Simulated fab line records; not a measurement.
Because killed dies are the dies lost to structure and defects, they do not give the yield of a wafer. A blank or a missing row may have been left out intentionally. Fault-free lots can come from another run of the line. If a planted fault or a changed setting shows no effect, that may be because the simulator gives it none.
Which tool is to blame? | flow sky130 | 9 lots, 26 wafers sampled, at 7 steps of a route of 708

WHAT THE GAUGES READ, wafer by wafer
Not one reading of a measure or inspect step in the record can be checked against a usual standard deviation.

WHICH TOOL RAN EACH LOT (tool, then ch and the chambers of the sampled wafers, then the start)
lot  | SKY_VIA3_STRIP_16                    | SKY_CAP2M_SPUTTER_02         | SKY_METAL4_ETCH_16                | SKY_METAL4_ETCH_17                 | SKY_METAL4_STRIP_19                  | SKY_VIA4_STRIP_13                    | SKY_PAD_OPEN_PROBE_99
L199 | plasma asher-01 ch 0,1, day 39 06:00 | pvd sputter-02, day 39 07:32 | rie metal-02 ch 0,1, day 41 08:20 | rie diel-01 ch 0,3, day 41 08:26   | plasma asher-01 ch 0, day 41 08:37   | plasma asher-04 ch 0,1, day 42 09:04 | -
L200 | plasma asher-04 ch 0,1, day 40 08:41 | pvd sputter-03, day 40 10:11 | rie metal-03 ch 0,1, day 42 09:40 | rie diel-01 ch 0,3, day 42 09:44   | plasma asher-03 ch 0,1, day 42 09:58 | plasma asher-04 ch 0,1, day 43 09:53 | -
L201 | plasma asher-01 ch 0,1, day 40 22:24 | pvd sputter-03, day 40 23:53 | rie metal-01 ch 0,1, day 42 23:28 | rie diel-03 ch 1,2,3, day 42 23:34 | plasma asher-01 ch 0,1, day 42 23:46 | plasma asher-04 ch 0,1, day 43 23:25 | prober-02, day 46 20:06
L204 | plasma asher-04 ch 0,1, day 41 23:07 | pvd sputter-02, day 42 00:38 | rie metal-01 ch 0,1, day 43 23:08 | rie diel-01 ch 1,2, day 43 23:14   | plasma asher-02 ch 0,1, day 43 23:36 | -                                    | prober-01, day 47 17:51
L206 | plasma asher-01 ch 0,1, day 42 00:42 | pvd sputter-04, day 42 02:13 | rie metal-02 ch 0,1, day 43 23:50 | rie diel-04 ch 1,2,3, day 43 23:56 | plasma asher-03 ch 0,1, day 44 00:08 | -                                    | prober-02, day 47 18:34
L216 | plasma asher-02 ch 0,1, day 44 11:17 | pvd sputter-03, day 44 12:45 | rie metal-02 ch 0, day 46 06:21   | rie diel-04 ch 0,2, day 46 06:26   | plasma asher-02 ch 0,1, day 46 06:39 | plasma asher-04 ch 0,1, day 47 04:19 | -
L217 | plasma asher-04 ch 0,1, day 45 04:44 | pvd sputter-04, day 45 06:13 | rie metal-02 ch 0,1, day 47 00:22 | rie diel-03 ch 0,3, day 47 00:26   | plasma asher-02 ch 0,1, day 47 00:40 | plasma asher-04 ch 0,1, day 47 23:13 | -
L218 | plasma asher-02 ch 0,1, day 45 09:12 | pvd sputter-02, day 45 10:41 | rie metal-02 ch 0,1, day 47 05:05 | rie diel-04 ch 0,1,2, day 47 05:11 | plasma asher-01 ch 0,1, day 47 05:22 | plasma asher-04 ch 1, day 48 03:13   | -
L221 | plasma asher-04 ch 0,1, day 45 19:26 | pvd sputter-02, day 45 20:53 | rie metal-02 ch 0,1, day 47 13:43 | rie diel-01 ch 0,1,3, day 47 13:47 | plasma asher-02 ch 0,1, day 47 14:01 | plasma asher-02 ch 0,1, day 48 10:32 | -
- SKY_VIA3_STRIP_16: strips in O2/N2.
- SKY_CAP2M_SPUTTER_02: material TiN, target thk 200 nm, time 166.7 s.
- SKY_METAL4_ETCH_16: etches BARC in N2/H2, stops on SiO2, time 88.2 s, target depth 60 nm.
- SKY_METAL4_ETCH_17: etches SiO2 in C4F8/O2/Ar, stops on TiN, time 3.9 s, target depth 15 nm.
- SKY_METAL4_STRIP_19: strips in O2/N2.
- SKY_VIA4_STRIP_13: strips in O2/N2.
- SKY_PAD_OPEN_PROBE_99

WHAT THE TOOLS THEMSELVES READ (means of the sampled wafers that have a number; where no wafer has one, the mark that the record gives instead)
SKY_VIA3_STRIP_16.
lot  | tool            | drypump motor current A (A) | oes product au (a.u.) | strip time to endpoint s (s)
L199 | plasma asher-01 | 5.8                         | 0.399                 | 4.135
L200 | plasma asher-04 | 5.8                         | 0.400                 | 4.117
L201 | plasma asher-01 | 5.7                         | 0.403                 | 4.106
L204 | plasma asher-04 | 5.8                         | 0.398                 | 4.117
L206 | plasma asher-01 | 5.8                         | 0.402                 | 4.137
L216 | plasma asher-02 | 5.5                         | 0.406                 | 4.120
L217 | plasma asher-04 | 5.3                         | 0.402                 | 4.092
L218 | plasma asher-02 | 5.6                         | 0.401                 | 4.124
L221 | plasma asher-04 | 5.8                         | 0.401                 | 4.117

SKY_CAP2M_SPUTTER_02.
lot  | tool           | chamber pressure pa (Pa) | substrate temp c (C) | throttle valve pct (%)
L199 | pvd sputter-02 | 0.3997                   | 299.85               | 30.4
L200 | pvd sputter-03 | 0.3997                   | 299.86               | 29.7
L201 | pvd sputter-03 | 0.3991                   | 299.78               | 29.1
L204 | pvd sputter-02 | 0.4004                   | 299.95               | 31.4
L206 | pvd sputter-04 | 0.4000                   | 300.09               | 30.1
L216 | pvd sputter-03 | 0.4001                   | 300.06               | 29.6
L217 | pvd sputter-04 | 0.4006                   | 299.83               | 29.5
L218 | pvd sputter-02 | 0.3997                   | 300.12               | 30.5
L221 | pvd sputter-02 | 0.4004                   | 299.99               | 30.3

SKY_METAL4_ETCH_16.
lot  | tool         | bias w (W) | chamber pressure mTorr (mTorr) | drypump motor current A (A) | oes product au (a.u.) | throttle valve pct (%)
L199 | rie metal-02 | 98.31      | 29.978                         | 5.5                         | 0.623                 | 13.202
L200 | rie metal-03 | 97.76      | 29.982                         | 5.3                         | 0.624                 | 13.194
L201 | rie metal-01 | 98.08      | 29.995                         | 6.4                         | 0.628                 | 13.203
L204 | rie metal-01 | -          | -                              | -                           | -                     | -
L206 | rie metal-02 | -          | -                              | -                           | -                     | -
L216 | rie metal-02 | 98.25      | 30.020                         | 5.4                         | 0.625                 | 13.210
L217 | rie metal-02 | 97.90      | 30.041                         | 5.6                         | 0.627                 | 13.214
L218 | rie metal-02 | 98.29      | 30.003                         | 5.6                         | 0.627                 | 13.203
L221 | rie metal-02 | 98.02      | 29.992                         | 5.5                         | 0.620                 | 13.204

SKY_METAL4_ETCH_17.
lot  | tool        | bias w (W) | chamber pressure mTorr (mTorr) | oes product au (a.u.)
L199 | rie diel-01 | 1203       | 39.99                          | 0.751
L200 | rie diel-01 | 1201       | 40.02                          | 0.748
L201 | rie diel-03 | 1201       | 40.00                          | 0.750
L204 | rie diel-01 | 1198       | 40.01                          | 0.376
L206 | rie diel-04 | 1200       | 39.96                          | 0.378
L216 | rie diel-04 | 1196       | 39.95                          | 0.759
L217 | rie diel-03 | 1199       | 39.98                          | 0.754
L218 | rie diel-04 | 1199       | 39.99                          | 0.753
L221 | rie diel-01 | 1198       | 40.00                          | 0.759

SKY_METAL4_STRIP_19.
lot  | tool            | drypump motor current A (A) | oes product au (a.u.) | strip time to endpoint s (s)
L199 | plasma asher-01 | 5.6                         | 0.504                 | 6.52
L200 | plasma asher-03 | 6.1                         | 0.500                 | 6.44
L201 | plasma asher-01 | 5.7                         | 0.502                 | 6.52
L204 | plasma asher-02 | 5.4                         | 0.522                 | 7.06
L206 | plasma asher-03 | 6.1                         | 0.521                 | 6.97
L216 | plasma asher-02 | 5.5                         | 0.500                 | 6.56
L217 | plasma asher-02 | 5.6                         | 0.499                 | 6.48
L218 | plasma asher-01 | 5.8                         | 0.504                 | 6.53
L221 | plasma asher-02 | 5.4                         | 0.502                 | 6.51

SKY_VIA4_STRIP_13.
lot  | tool            | drypump motor current A (A) | oes product au (a.u.) | strip time to endpoint s (s)
L199 | plasma asher-04 | 5.3                         | 0.709                 | 12.779
L200 | plasma asher-04 | 5.3                         | 0.708                 | 12.802
L201 | plasma asher-04 | 5.8                         | 0.707                 | 12.803
L216 | plasma asher-04 | 5.5                         | 0.709                 | 12.788
L217 | plasma asher-04 | 5.8                         | 0.705                 | 12.787
L218 | plasma asher-04 | 4.8                         | 0.707                 | 12.817
L221 | plasma asher-02 | 5.6                         | 0.707                 | 12.782

SKY_PAD_OPEN_PROBE_99.
lot  | tool      | defect limited yield (%) | killed_at_M0_to_M3 | killed_at_M4_up | killed at contacts | killed at front end | killed at other | killed dies | killed on rim | killed open | killed short | sort_bin_3_pad_short (%) | sort_bin_5_function (%) | sort_bin_6_memory (%) | sort n pass | sort yield pct (%)
L201 | prober-02 | 81.4                     | 40                 | 3.0             | 33                 | 15                  | 0.3             | 91          | 18            | 54          | 38           | 1.2                      | 10.4                    | 6.9                   | 401         | 81.4
L204 | prober-01 | 0.0                      | 33                 | 407.0           | 27                 | 25                  | 0.3             | 492         | 96            | 48          | 37           | 0.7                      | 93.0                    | 6.2                   | 0           | 0.0
L206 | prober-02 | 0.0                      | 37                 | 413.3           | 23                 | 19                  | 0.3             | 492         | 96            | 41          | 41           | 0.9                      | 93.2                    | 5.8                   | 0           | 0.0

THE ANSWER, worked out from the rows above alone
Rule: usual is defined by the lots themselves. The widest of any qualifying gaps counts: lots, ordered by their means at a reading, are off when they make up no more than a third of the lots, leave a main group of 4 or more, and stand apart from it by 3 or more times the standard deviation of that group's means. Not used: any main group whose means are identical at the precision the tables above print for the reading. Also off: a lot with no number at a reading for which 4 or more lots have one. All remaining lots with rows at the step are treated as sound. After the gauges, taken in route order, come the tools' own readings; for these a lot's mean is taken, as printed above. At the first step where some lot is off, the reading lying furthest off is the one used; lots without a number count as furthest.
Off: L204, L206 (SKY_METAL4_ETCH_16, bias w). Without a number there: L204, L206. For the main group the mean is 98.09 W and the standard deviation 0.19.
If a tool, at that step or one of the process steps before it, ran each lot that is off and ran no sound lot following the first of them, it fits. Not one of the candidates tried fits.

WHAT THE SIMULATOR HAD INSERTED
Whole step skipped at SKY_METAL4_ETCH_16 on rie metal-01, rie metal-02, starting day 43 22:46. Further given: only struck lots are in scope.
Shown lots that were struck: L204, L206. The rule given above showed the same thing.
